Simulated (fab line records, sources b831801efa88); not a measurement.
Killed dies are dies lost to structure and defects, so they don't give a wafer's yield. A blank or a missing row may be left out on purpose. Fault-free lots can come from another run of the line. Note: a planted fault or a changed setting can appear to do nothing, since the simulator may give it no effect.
Code-filled problem report in 8D (eight disciplines) form || flow gf180mcu || the parts of the form that need people (team, actions taken, sign-off) are left out

1. THE ISSUE
Mean of cathodeDcPowerW at GF_M4_SPUTTER_04: 6187.7 W across 6 wafers in 2 lots; on wafers with no fault it is 6499.9 W (standard deviation 1.3). That is -99 or more standard deviations from the usual mean.
The step: material TiN, target thk 50 nm, time 41.7 s.
The first sign was on wafer L360.1 at day 27 05:08, on pvdSputter-03. The record has a number at this step for 39 wafers belonging to 13 lots. By rule, "out" or "out of limits" means more than 4 standard deviations away from the usual mean. All remaining wafers that have a number are taken as sound.

2. WHAT IT IS; WHAT IT IS NOT
{"question": "which readings at this step", "is": "cathodeDcPowerW", "is not": "throttleValvePct"}
{"question": "which lots", "is": "L360, L363", "is not": "L347, L350, L351, L352, L353, L354, L361, L364, L366, L367, L369"}
{"question": "which wafers of those lots", "is": "all that have a number", "is not": "-"}
{"question": "read on which tools", "is": "pvdSputter-03", "is not": "pvdSputter-02, pvdSputter-04"}
{"question": "when", "is": "from day 27 05:08", "is not": "up to then (18 sound wafers); but 15 sound wafers of L361, L364, L366, L367, L369 came after"}

3. WHAT RULES OUT EACH SUSPECT
Counting: a tool at any process step up to the reading remains a suspect when it ran all the lots that are out and ran no sound lot after the first of those.
- pvdSputter-04 at GF_V3_SPUTTER_22 (material TiN, target thk 10 nm, time 40 s): ruled out as a lasting fault. After its first lot that is out, L360 (day 27 04:19), sound lots L367 ran on it.
- pvdSputter-03 at GF_M4_SPUTTER_04 (material TiN, target thk 50 nm, time 41.7 s): kept. All lots that are out passed through it, beginning with L360 at day 27 05:08, and no sound lot followed; its final sound lot before that point was L352 at day 24 07:55. Its own readings are out on those wafers: cathodeDcPowerW.
After counting, what remains is pvdSputter-03 at GF_M4_SPUTTER_04.

4. THE CAUSE (what the simulator had put in)
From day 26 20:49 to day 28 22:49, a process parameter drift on pvdSputter-03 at GF_M4_SPUTTER_04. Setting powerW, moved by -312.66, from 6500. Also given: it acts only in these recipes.
Only this tool survived the counting.

5. THE EFFECT CHAIN, in route order
Rows list readings where the struck wafers' mean (over those with a number) sits beyond 3 standard deviations from the usual. Only readings whose record carries a usual standard deviation are examined. hours: median over the lots of the time between each lot's start at the first step of this table that gives one and its start at this step. sigmas: the change, counted in usual standard deviations.
{"hours": 0, "step": "GF_M4_SPUTTER_04", "reading": "cathodeDcPowerW", "usual": "6499.9 W", "on struck wafers": 6187.7, "change": -312.2, "sigmas": "-99 or more"}
Process steps it contains:
- GF_M4_SPUTTER_04: material TiN, target thk 50 nm, time 41.7 s.

6. HOW IT WOULD HAVE BEEN CAUGHT EARLIER
First out-of-limits reading in this record: day 27 05:08, which is 8 hours after fault onset at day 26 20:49.
